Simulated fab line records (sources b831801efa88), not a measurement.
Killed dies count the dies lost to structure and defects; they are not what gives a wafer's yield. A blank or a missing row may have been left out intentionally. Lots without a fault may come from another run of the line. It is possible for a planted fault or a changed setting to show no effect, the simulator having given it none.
Lot-split experiment | flow gf180mcu | 5 lots, 23 wafers read, on a route of 602 steps

## ABOUT THE SPLIT
At GF_PASSIVATION_CVD_00 (deposits SiO2 from TEOS, target thk 1000 nm, time 111.95 s), the setting time-s was moved away from the recipe's 111.95 s on 5 of the 23 wafers read, by -3.8% to +13.2%. This setting was run at the recipe's value on the other wafers.

The file shows no step between the split and the reading.

## THE READING
PASSIVATION_CVD_00_THK, in nm, at GF_PASSIVATION_THK_MEAS_01. Fault-free wafers of this fab line usually give 1003 nm, standard deviation 11 nm.

wafer  | tool, chamber at the split | time-s as run, s | against the recipe | PASSIVATION_CVD_00_THK, nm | against lot-mates on the recipe
L074.1 | pecvd-04, 1                | 126.7            | +13.2%             | 1127                       | +116
L074.2 | pecvd-04, 2                | 126.7            | +13.2%             | 1120                       | +108
L074.3 | pecvd-04, 0                | 111.95           | recipe             | 1007                       | -
L074.4 | pecvd-04, 2                | 111.95           | recipe             | 1016                       | -
L074.6 | pecvd-04, 0                | 126.7            | +13.2%             | 1158                       | +146
L076.1 | pecvd-03, 1                | 111.95           | recipe             | 989                        | -
L076.2 | pecvd-03, 2                | 107.7            | -3.8%              | 960                        | -44
L076.4 | pecvd-03, 2                | 107.7            | -3.8%              | 964                        | -40
L076.5 | pecvd-03, 1                | 111.95           | recipe             | 1010                       | -
L076.6 | pecvd-03, 0                | 111.95           | recipe             | 1012                       | -
L077.1 | pecvd-01, 2                | 111.95           | recipe             | 1005                       | -
L077.5 | pecvd-01, 1                | 111.95           | recipe             | 1025                       | -
L077.6 | pecvd-01, 2                | 111.95           | recipe             | 1018                       | -
L078.1 | pecvd-04, 2                | 111.95           | recipe             | 991                        | -
L078.2 | pecvd-04, 1                | 111.95           | recipe             | 1002                       | -
L078.4 | pecvd-04, 0                | 111.95           | recipe             | 1013                       | -
L078.5 | pecvd-04, 1                | 111.95           | recipe             | 1000                       | -
L078.6 | pecvd-04, 2                | 111.95           | recipe             | 1026                       | -
L080.2 | pecvd-04, 1                | 111.95           | recipe             | 998                        | -
L080.3 | pecvd-04, 0                | 111.95           | recipe             | 995                        | -
L080.4 | pecvd-04, 2                | 111.95           | recipe             | 1007                       | -
L080.5 | pecvd-04, 1                | 111.95           | recipe             | 996                        | -
L080.6 | pecvd-04, 0                | 111.95           | recipe             | 1008                       | -

THE FIT
A straight line over all 23 wafers: PASSIVATION_CVD_00_THK changes by +9.9 nm for each +1% of time-s; r = +0.97; the points scatter about the line by 12 nm.
The same after taking each lot's own level away (the mean of its wafers on the recipe; 23 wafers): +9.5 nm for each +1%; r = +0.98; scatter 11 nm.
That fit puts the effect of the largest move of time-s on the reading at 1.3e+02 nm.
From 1000.8 to 1016.0 nm: that is the span of the lots' own levels, equal to 1.4 times the standard deviation above.
Consequently the slope shifts little with the lot-to-lot level, the two slopes agreeing.
Check: +129 nm against its lot-mates is what the line predicts for one of the wafers moved furthest among these (+13.2%) when that wafer is left out of the fit. Against them it came out at +116 nm.

## OTHER SPLITS APPLIED TO THESE WAFERS
Before the reading, these wafers also passed through other splits. Each is held against what the fit with the lots' levels taken away leaves over:
other split on the same wafers         | wafers away from the commonest value | r with PASSIVATION_CVD_00_THK (lot level and that fit taken away)
GF_TOP_METAL_DEVELOP_13 develop-time-s | 8                                    | +0.30

## THE WHOLE CHAIN: every reading that the file lists as answering this split, in the file's order
step                       | what it does                                               | reading                                                                            | change (the file's fit)              | r (the file's)
GF_PASSIVATION_CVD_00      | deposits SiO2 from TEOS, target thk 1000 nm, time 111.95 s | SiO2_of_PASSIVATION_CVD_00.thk-nm (the simulator's own value, which no gauge read) | +9.55 nm for each +1% of the setting | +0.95
GF_PASSIVATION_THK_MEAS_01 |                                                            | PASSIVATION_CVD_00_THK                                                             | +9.51 for each +1% of the setting    | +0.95

## THE FILE'S OWN FIT
PASSIVATION_CVD_00_THK changes by +9.51 nm for each +1% of time-s, r = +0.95.
